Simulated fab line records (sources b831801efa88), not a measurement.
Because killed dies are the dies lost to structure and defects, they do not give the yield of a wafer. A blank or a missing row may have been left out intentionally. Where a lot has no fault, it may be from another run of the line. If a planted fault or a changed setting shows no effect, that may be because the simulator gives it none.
Chamber matching + flow sky130 + SKY_VIA2_CMP_24 on cmp-02: 4 sister chambers
The step polishes, stops on SiO2, t overpolish 20 s, target thk 0 nm. 8 wafers are shown with their chamber, then 12 later ones without.

WAFERS PAIRED WITH THEIR CHAMBERS
| wafer  | chamber | motor current A (A) | time to endpoint s (s) |
|--------|---------|---------------------|------------------------|
| L084.5 | 1       | 10.9                | 99                     |
| L089.5 | 0       | 9.8                 | 97                     |
| L090.5 | 1       | 10.6                | 100                    |
| L090.6 | 2       | 11.3                | 96                     |
| L091.5 | 0       | 10.2                | 98                     |
| L092.2 | 3       | 11.3                | 101                    |
| L092.3 | 2       | 11.4                | 99                     |
| L092.6 | 3       | 11.1                | 98                     |

WAFERS MISSING THEIR CHAMBER
| wafer  | motor current A (A) | time to endpoint s (s) |
|--------|---------------------|------------------------|
| L093.1 | 10.1                | 95                     |
| L093.4 | 10.6                | 98                     |
| L093.5 | 9.6                 | 93                     |
| L095.2 | 11.1                | 99                     |
| L095.4 | 10.7                | 96                     |
| L095.5 | 9.8                 | 93                     |
| L094.1 | 11.2                | 98                     |
| L094.3 | 9.8                 | 95                     |
| L094.4 | 9.9                 | 95                     |
| L097.1 | 10.6                | 99                     |
| L097.2 | 11.4                | 100                    |
| L097.3 | 10.0                | 97                     |

WHICH CHAMBER EACH ONE RAN IN
| wafer  | from the rows above               | in truth                   |
|--------|-----------------------------------|----------------------------|
| L093.1 | 0                                 | 0                          |
| L093.4 | can't be placed: 1 or 0           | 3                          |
| L093.5 | 0                                 | 0                          |
| L095.2 | can't be placed: 3 or 2 or 1      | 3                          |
| L095.4 | can't be placed: 1 or 3 or 2 or 0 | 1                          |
| L095.5 | 0                                 | 0                          |
| L094.1 | can't be placed: 2 or 3 or 1      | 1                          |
| L094.3 | 0                                 | 0                          |
| L094.4 | 0                                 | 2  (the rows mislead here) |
| L097.1 | 1                                 | 1                          |
| L097.2 | can't be placed: 3 or 2           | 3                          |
| L097.3 | 0                                 | 0                          |
Correct placement for 6 of the 12. From these rows, 5 cannot be placed; in 4 the true chamber is one of the candidates. Placed wrongly: 1.
How it was worked out, from the rows above alone: a wafer's distance from a chamber is the root of the sum, over the readings, of the square of ((its reading less the chamber's mean) divided by the reading's scatter). The wafer belongs to the nearest chamber; if the next one is less than 2 further off, it can't be placed. For every chamber, the mean is computed from those of its wafers that are shown. The scatter: the root of (the sum of the squares of (reading less its chamber's mean) over the shown wafers, divided by (wafers less chambers)).
